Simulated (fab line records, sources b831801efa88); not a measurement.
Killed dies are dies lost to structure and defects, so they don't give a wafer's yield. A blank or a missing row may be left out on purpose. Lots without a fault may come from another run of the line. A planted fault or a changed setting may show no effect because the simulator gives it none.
Which tool did it? | flow sky130 | 6 lots, 18 wafers sampled, at 2 steps of a route of 708

WHAT THE GAUGES READ, wafer by wafer
SKY_LDD_HVP_TW_MEAS_10.
lot  | measured     | on            | LDD_HVP_TW
L886 | day 22 05:52 | film_metro-04 | 449.9 451.4 450.2
L888 | day 23 00:07 | film_metro-04 | 455.4 458.4 457.0
L893 | day 25 04:16 | film_metro-03 | 460.1 460.5 456.2
L898 | day 26 20:16 | film_metro-03 | 456.9 454.2 455.9
L904 | day 29 01:09 | film_metro-02 | 455.5 457.3 457.1
L907 | day 29 13:53 | film_metro-04 | 450.8 454.9 452.6

WHICH TOOL RAN EACH LOT (tool, then ch and the chambers of the sampled wafers, then the start)
lot  | SKY_VT_ADJUST_PCH_STRIP_09
L886 | plasma_asher-01 ch 0,1, day 10 22:07
L888 | plasma_asher-03 ch 0,1, day 11 12:03
L893 | plasma_asher-03 ch 0,1, day 13 08:34
L898 | plasma_asher-03 ch 0,1, day 14 19:24
L904 | plasma_asher-03 ch 0,1, day 16 19:54
L907 | plasma_asher-01 ch 0,1, day 17 17:03
- SKY_VT_ADJUST_PCH_STRIP_09: strips in O2/N2.

THE ANSWER, worked out from the rows above alone
Rule: what is usual is taken from the lots themselves. Put in order of their means at a reading, lots are off if they are a third of the lots or fewer, leave a main group of 4 or more, and stand apart from it by a gap of 3 or more times the standard deviation of the main group's means; of several such gaps the widest counts. A main group whose means are all the same, to the digits that the tables above print for the reading, isn't used. A lot without any number at a reading at which 4 lots or more have one is off too. The other lots that the step has rows for count as sound.
No lot is off at any reading shown: from this, nothing can be told.

WHAT THE SIMULATOR HAD PUT IN
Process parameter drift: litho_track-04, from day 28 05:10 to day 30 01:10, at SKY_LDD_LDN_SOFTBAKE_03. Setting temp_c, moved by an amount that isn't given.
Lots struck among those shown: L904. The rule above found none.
